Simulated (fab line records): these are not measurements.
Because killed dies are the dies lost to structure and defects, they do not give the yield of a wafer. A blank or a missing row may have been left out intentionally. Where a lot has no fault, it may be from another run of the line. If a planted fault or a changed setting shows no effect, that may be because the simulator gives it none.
Struck lot and sound lot, side by side    flow gf180mcu    42 out of 602 route steps
Sound: the wafers L508.1, L508.4, L508.5. Struck: wafer L516.1. (L516.4 of the same lot was not struck and is left out.) The cause comes at the end.
At each step with rows: each side's tool, then ch and its chambers, then its first start. Under that, the readings that differ: sound wafers    struck wafers    difference of the means    sigmas: that difference in standard deviations of wafers without a fault.
alike: readings whose means differ by less than 2 such deviations, and words and numbers that are the same on both sides. not compared: withheld readings, readings that some wafer has no value for, bounds like >300 that may hide the same value, and numbers for which the record gives no deviation and whose values overlap.
A row with sigmas, a row that says differs or no value, or rows on one side alone: a step with any of these is where the two part. Numbers that have no deviation but don't overlap get no sigmas and don't part them. Lack of a reading on every wafer of one side parts them only where that side has two or more wafers.

first, 1 step without rows for these wafers: GF_V4_ETCH_17 (etches SiO2 in C4F8/O2/Ar, stops on TiN, target depth 630 nm).
GF_V4_STRIP_18: strips in O2/N2.
  sound on plasmaAsher-01 ch 0,1, day 25 01:04; struck on plasmaAsher-01 ch 0, day 27 17:01
  alike: drypumpMotorCurrentA, heaterPowerW, oesProductAu
  not compared: rfHoursCounterH
then, 5 steps without rows for these wafers: GF_V4_STRIP_19 (strips in post etch residue remover, time 1200 s); GF_V4_CLEAN_20 (cleans in DIW); GF_V4_SPUTTER_21 (material Ti, target thk 15 nm, time 80.02 s); GF_V4_SPUTTER_22 (material TiN, target thk 10 nm, time 40 s); GF_V4_CVD_23 (deposits W, target thk 350 nm, time 104.9 s).
GF_V4_RS_MEAS_24: uses a four-point probe to measure.
  sound on filmMetro-02, day 25 01:49; struck on filmMetro-02, day 27 17:49
  alike: V4_W_RS
GF_V4_THK_MEAS_25: measures by xrf.
  sound on filmMetro-02, day 25 01:56; struck on filmMetro-02, day 27 17:56
  alike: V4_W_THK
then, 2 steps without rows for these wafers: GF_V4_CMP_26 (polishes, stops on SiO2, t overpolish 15 s, target thk 0 nm); GF_MIM_SPUTTER_00 (material Ti, target thk 37.5 nm, time 150 s).
GF_MIM_SPUTTER_01: material TiN, target thk 30 nm, time 25 s.
  sound on pvdSputter-02, day 25 02:25; struck on pvdSputter-03, day 27 18:23
  alike: throttleValvePct
GF_MIM_SPUTTER_02: material AlCu, target thk 450 nm, time 23.9 s.
  sound on pvdSputter-02, day 25 02:26; struck on pvdSputter-03, day 27 18:25
reading                                  sound              struck  difference  sigmas
model.AlCu_of_MIM_SPUTTER_02.thkNm (nm)  441.2 441.1 441.2  856.8   +415.6      
  alike: throttleValvePct
then, 2 steps without rows for these wafers: GF_MIM_SPUTTER_03 (material Ti, target thk 10 nm, time 6.7 s); GF_MIM_SPUTTER_04 (material TiN, target thk 50 nm, time 41.7 s).
GF_MIM_CVD_05: deposits Si3N4, target thk 42 nm, time 29.086 s.
  sound on pecvd-01 ch 0,2, day 25 02:32; struck on pecvd-04 ch 0, day 27 18:31
  alike: heaterPowerW, susceptorTempC
GF_MIM_THK_MEAS_06:
  sound on filmMetro-02, day 25 02:35; struck on filmMetro-04, day 27 18:32
  alike: MIM_CVD_05_THK
then, 1 step without rows for these wafers: GF_MIM_SPUTTER_07 (material TiN, target thk 60 nm, time 50 s).
GF_MIM_SPUTTER_08: material AlCu, target thk 200 nm, time 10.6 s.
  sound on pvdSputter-04, day 25 02:41; struck on pvdSputter-02, day 27 18:38
  alike: throttleValvePct
then, 1 step without rows for these wafers: GF_MIM_SPUTTER_09 (material TiN, target thk 35 nm, time 29.2 s).
GF_MIM_RS_MEAS_10: uses a four-point probe to measure.
  sound on filmMetro-04, day 25 02:44; struck on filmMetro-04, day 27 18:42
  alike: MIM_ALCU_RS
GF_MIM_THK_MEAS_11: measures by xrf.
  sound on filmMetro-04, day 25 02:52; struck on filmMetro-04, day 27 18:49
  alike: MIM_ALCU_THK
then, 8 steps without rows for these wafers: GF_MIM_DEHYDRATE_12 (time 60 s); GF_MIM_HMDS_13 (prime time 60 s); GF_MIM_COAT_14 (resist thk 1000 nm); GF_MIM_SOFTBAKE_15 (time 60 s); GF_MIM_EXPOSE_16 (exposes mask FuseTop, target cd 2000 nm); GF_MIM_PEB_17; GF_MIM_DEVELOP_18 (develop time 60 s); GF_MIM_METAL_ETCH_19 (etches the open film in Cl2/BCl3, stops on Si3N4, target depth 324.5 nm, time 54.1 s).
GF_MIM_STRIP_20: strips in O2/N2.
  sound on plasmaAsher-03 ch 0,1, day 25 23:48; struck on plasmaAsher-04 ch 1, day 28 14:06
  alike: drypumpMotorCurrentA, heaterPowerW, oesProductAu, stripTimeToEndpointS
  not compared: rfHoursCounterH
then, 9 steps without rows for these wafers: GF_MIM_STRIP_21 (strips in post etch residue remover, time 1200 s); GF_MIM_CLEAN_22 (cleans in DIW); GF_M5_DEHYDRATE_00 (time 60 s); GF_M5_HMDS_01 (prime time 60 s); GF_M5_COAT_02 (resist thk 1000 nm); GF_M5_SOFTBAKE_03 (time 60 s); GF_M5_EXPOSE_04 (exposes mask Metal5, target cd 280 nm); GF_M5_PEB_05 (peb time 90 s); GF_M5_DEVELOP_06 (develop time 60 s).
GF_M5_CD_MEAS_07: the cd target is 280 nm.
  sound on cdSem-01, day 26 21:02; struck on cdSem-01, day 29 10:07
  alike: cdNm
GF_M5_OVL_MEAS_08:
  sound on overlay-02, day 26 21:10; struck on overlay-01, day 29 10:14
  alike: M5_OVL

## WHERE THEY PART
Nowhere in this record.

WHY: the cause the simulator had injected
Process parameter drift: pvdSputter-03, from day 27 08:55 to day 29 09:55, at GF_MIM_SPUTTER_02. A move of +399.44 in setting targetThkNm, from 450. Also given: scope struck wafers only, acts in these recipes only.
